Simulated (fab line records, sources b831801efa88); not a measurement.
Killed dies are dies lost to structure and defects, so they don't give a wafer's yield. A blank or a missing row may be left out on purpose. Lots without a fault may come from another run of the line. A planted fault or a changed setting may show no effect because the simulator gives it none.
Split-lot experiment | flow sky130 | 5 lots, 23 wafers read, on a route of 708 steps

THE SPLIT
At SKY_SD_P_COAT_02 (resist thk 1140 nm), the setting spin_rpm was moved away from the recipe's 3000 rpm on 6 of the 23 wafers read, by -6.9% to +3.6%. The other wafers ran this setting at the recipe's value.

The reading is taken at the split's own step.

THE READING
NOVOLAK_of_SD_P_COAT_02.thk_nm (the simulator's own value, which no gauge read), in nm, at SKY_SD_P_COAT_02 (resist thk 1140 nm). The file gives no usual value for it. The 17 wafers here that ran the recipe average 1139 nm, standard deviation 2.6 nm.

wafer  | tool, chamber at the split | spin_rpm as run, rpm | against the recipe | NOVOLAK_of_SD_P_COAT_02.thk_nm, nm | against lot-mates on the recipe
L074.1 | litho_track-01, 0          | 3109                 | +3.6%              | 1122                               | -16
L074.2 | litho_track-01, 0          | 3109                 | +3.6%              | 1121                               | -16
L074.6 | litho_track-01, 0          | 3109                 | +3.6%              | 1121                               | -16
L074.4 | litho_track-01, 0          | 3000                 | recipe             | 1137                               | -
L074.5 | litho_track-01, 0          | 3000                 | recipe             | 1138                               | -
L077.1 | litho_track-02, 0          | 2794                 | -6.9%              | 1182                               | +42
L077.2 | litho_track-02, 0          | 2794                 | -6.9%              | 1183                               | +44
L077.3 | litho_track-02, 0          | 3000                 | recipe             | 1139                               | -
L077.4 | litho_track-02, 0          | 2794                 | -6.9%              | 1178                               | +38
L077.6 | litho_track-02, 0          | 3000                 | recipe             | 1140                               | -
L083.4 | litho_track-03, 0          | 3000                 | recipe             | 1142                               | -
L083.5 | litho_track-03, 0          | 3000                 | recipe             | 1142                               | -
L083.6 | litho_track-03, 0          | 3000                 | recipe             | 1142                               | -
L081.1 | litho_track-01, 0          | 3000                 | recipe             | 1141                               | -
L081.2 | litho_track-01, 0          | 3000                 | recipe             | 1138                               | -
L081.4 | litho_track-01, 0          | 3000                 | recipe             | 1143                               | -
L081.5 | litho_track-01, 0          | 3000                 | recipe             | 1139                               | -
L081.6 | litho_track-01, 0          | 3000                 | recipe             | 1142                               | -
L085.1 | litho_track-01, 0          | 3000                 | recipe             | 1136                               | -
L085.2 | litho_track-01, 0          | 3000                 | recipe             | 1136                               | -
L085.3 | litho_track-01, 0          | 3000                 | recipe             | 1135                               | -
L085.4 | litho_track-01, 0          | 3000                 | recipe             | 1135                               | -
L085.6 | litho_track-01, 0          | 3000                 | recipe             | 1138                               | -

THE FIT
A straight line over all 23 wafers: NOVOLAK_of_SD_P_COAT_02.thk_nm changes by -5.8 nm for each +1% of spin_rpm; r = -0.99; the points scatter about the line by 2.8 nm.
The same after taking each lot's own level away (the mean of its wafers on the recipe; 23 wafers): -5.65 nm for each +1%; r = -0.99; scatter 2.2 nm.
On that fit, the largest move of spin_rpm shifts the reading by 39 nm.
The lots' own levels span 1136.0 to 1142.0 nm, that is 2.3 times the standard deviation above.
So the lot-to-lot level changes the slope little: the two slopes agree.
Check: with one of the wafers moved furthest among these (-6.9%) left out of the fit, the line predicts +38.6 nm for it against its lot-mates. It came out at +42.5 nm against them.

OTHER SPLITS ON THESE WAFERS
These wafers also went through other splits before the reading. Each is held against what the fit with the lots' levels taken away leaves over:
other split on the same wafers     | wafers away from the commonest value | r with NOVOLAK_of_SD_P_COAT_02.thk_nm (lot level and that fit taken away)
SKY_LDD_LDN_COAT_02 spin_rpm       | 5                                    | -0.17
SKY_LDD_LDN_IMPLANT_10 energy_kev  | 8                                    | -0.17
SKY_POLY_CUT_COAT_02 resist_thk_nm | 8                                    | +0.20
SKY_POLY_CUT_EXPOSE_05 dose_mj     | 2                                    | -0.20

THE WHOLE CHAIN: every reading that the file lists as answering this split, in the file's order
step              | what it does       | reading                                                                         | change (the file's fit)              | r (the file's)
SKY_SD_P_COAT_02  | resist thk 1140 nm | NOVOLAK_of_SD_P_COAT_02.thk_nm (the simulator's own value, which no gauge read) | -5.71 nm for each +1% of the setting | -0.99
SKY_SD_P_STRIP_10 | strips in O2/N2    | strip_time_to_endpoint_s                                                        | withheld for each +1% of the setting | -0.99

THE FILE'S OWN FIT
NOVOLAK_of_SD_P_COAT_02.thk_nm changes by -5.71 nm for each +1% of spin_rpm, r = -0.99.
